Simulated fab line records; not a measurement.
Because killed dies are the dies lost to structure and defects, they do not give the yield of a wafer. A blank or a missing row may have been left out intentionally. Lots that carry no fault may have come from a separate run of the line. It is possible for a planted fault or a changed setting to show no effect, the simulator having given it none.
Problem report, 8D (eight disciplines) form, completed by code :: flow sky130 :: the parts of the form that need people (team, actions taken, sign-off) are left out

1. THE PROBLEM
SKY_SONOS_ONO_CVD_04, zone-power-centre-pct: mean 24.54 % on 3 wafers (1 lot); fault-free wafers 19.35 %, standard deviation 0.19. That is +27 standard deviations from the usual mean.
The step: deposits SiO2 from SiH4/N2O, target thk 5.7199 nm.
First observed at day 14 14:32: wafer L729.2, on lpcvd-03. The record has a number at this step for 15 wafers belonging to 5 lots. Rule for "out" (also "out of limits"): further than 4 standard deviations from the usual mean. The other wafers with a number count as sound.

2. WHAT IT IS; WHAT IT IS NOT
question: which readings at this step
is: zone-power-centre-pct, spike-tc-centre-C
is not: spike-tc-bottom-C

question: which lots
is: L729
is not: L737, L740, L742, L743

question: which wafers of those lots
is: all that have a number
is not: -

question: read on which tools
is: lpcvd-03
is not: -

question: when
is: from day 14 14:32
is not: up to then (0 sound wafers); but 12 sound wafers of L737, L740, L742, L743 came after

3. WHAT RULES OUT EACH SUSPECT
Counting: a tool stays on the suspect list if, at a process step up to the reading, it processed all lots that are out and no sound lot following the first of them.
- lpcvd-03 at SKY_SONOS_ONO_CVD_04 (deposits SiO2 from SiH4/N2O, target thk 5.7199 nm): ruled out as a lasting fault. Sound lots L737, L740, L742, L743 ran on it after its first lot that is out, L729 (day 14 14:32).
Left after counting: nothing in the record.

4. THE CAUSE (what the simulator had put in)
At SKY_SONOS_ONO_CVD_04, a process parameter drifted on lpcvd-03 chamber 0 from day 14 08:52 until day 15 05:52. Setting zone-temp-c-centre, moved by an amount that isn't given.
Counting ruled it out, wrongly.

5. SEQUENCE OF EFFECTS, ordered by route
Each row: a reading whose mean over the struck wafers that have a number lies more than 3 standard deviations from the usual. Readings are gone through only where the record gives a usual standard deviation; hours: the median, over the lots, of the time from a lot's start at the first step in this table giving one to that lot's start at this step; sigmas: the change measured in usual standard deviations.
hours: 0
step: SKY_SONOS_ONO_CVD_04
reading: spike-tc-centre-C
usual: 899.4 C
on struck wafers: 912.5
change: +13.1
sigmas: +10

hours: 0
step: SKY_SONOS_ONO_CVD_04
reading: zone-power-centre-pct
usual: 19.35 %
on struck wafers: 24.54
change: +5.19
sigmas: +27

hours: 0
step: SKY_SONOS_ONO_CVD_04
reading: zone-power-upper-pct
usual: 17.7 %
on struck wafers: 15.5
change: -2.2
sigmas: -3.7
Its process steps:
- SKY_SONOS_ONO_CVD_04: deposits SiO2 from SiH4/N2O, target thk 5.7199 nm.
Later measuring or inspecting steps at which every struck wafer that the step has a row for has a number for every such reading, and none has moved that far: SKY_SONOS_ONO_THK_MEAS_05, SKY_SONOS_ONO_CD_MEAS_13, SKY_SONOS_ONO_OVL_MEAS_14, SKY_GATE_OXIDE_THK_MEAS_02, SKY_GATE_OXIDE_OVL_MEAS_10, SKY_GATE_OXIDE_TW_MEAS_14.

6. WHAT WOULD HAVE CAUGHT IT SOONER
6 hours passed between the start of the fault at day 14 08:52 and the first reading out of limits in this record, taken at day 14 14:32.
